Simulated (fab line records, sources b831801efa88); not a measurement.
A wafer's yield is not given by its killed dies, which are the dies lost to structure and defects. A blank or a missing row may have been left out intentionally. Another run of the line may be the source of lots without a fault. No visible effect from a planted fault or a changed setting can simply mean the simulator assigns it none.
Chamber matching + flow sfq_line + 4 sister chambers for SFQ_TRILAYER_I0_CMP_CMP_028 on cmp-01
The step polishes SiO2. 8 wafers are shown with their chamber, then 7 later ones without.

WAFERS, EACH WITH ITS CHAMBER
| wafer  | chamber | motor_current_A (A) | time_to_endpoint_s (s) |
|--------|---------|---------------------|------------------------|
| L906.2 | 0       | 9.6                 | 211                    |
| L909.1 | 0       | 10.1                | 208                    |
| L909.6 | 1       | 8.5                 | 211                    |
| L913.1 | 3       | 10.1                | 208                    |
| L913.3 | 2       | 8.6                 | 209                    |
| L913.4 | 1       | 8.2                 | 217                    |
| L914.2 | 3       | 9.9                 | 208                    |
| L914.5 | 2       | 9.3                 | 218                    |

WAFERS WITHOUT THEIR CHAMBER
| wafer  | motor_current_A (A) | time_to_endpoint_s (s) |
|--------|---------------------|------------------------|
| L914.6 | 8.5                 | 214                    |
| L918.1 | 10.3                | 209                    |
| L918.2 | 9.5                 | 199                    |
| L918.3 | 9.1                 | 199                    |
| L920.3 | 9.7                 | 205                    |
| L920.1 | 10.2                | 224                    |
| L920.6 | 8.5                 | 205                    |

THE CHAMBER EACH PASSED THROUGH
| wafer  | from the rows above               | in truth |
|--------|-----------------------------------|----------|
| L914.6 | can't be placed: 1 or 2           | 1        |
| L918.1 | can't be placed: 3 or 0           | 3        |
| L918.2 | can't be placed: 3 or 0 or 2      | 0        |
| L918.3 | can't be placed: 0 or 3 or 2 or 1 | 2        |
| L920.3 | can't be placed: 3 or 0 or 2      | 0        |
| L920.1 | can't be placed: 0 or 3 or 2      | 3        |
| L920.6 | can't be placed: 1 or 2 or 0      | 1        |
0 of 7 placed correctly. Not placeable from these rows: 7 (in 7, the candidates include the true chamber). Number placed wrongly: 0.
How it was worked out, from the rows above alone: a wafer's distance from a chamber is the root of the sum, over the readings, of the square of ((its reading less the chamber's mean) divided by the reading's scatter). The wafer belongs to the nearest chamber; if the next one is less than 2 further off, it can't be placed. A chamber's mean is the mean of its shown wafers. The scatter is the square root of a quotient: the sum, over the shown wafers, of each reading's squared deviation from its chamber's mean, divided by wafers minus chambers.
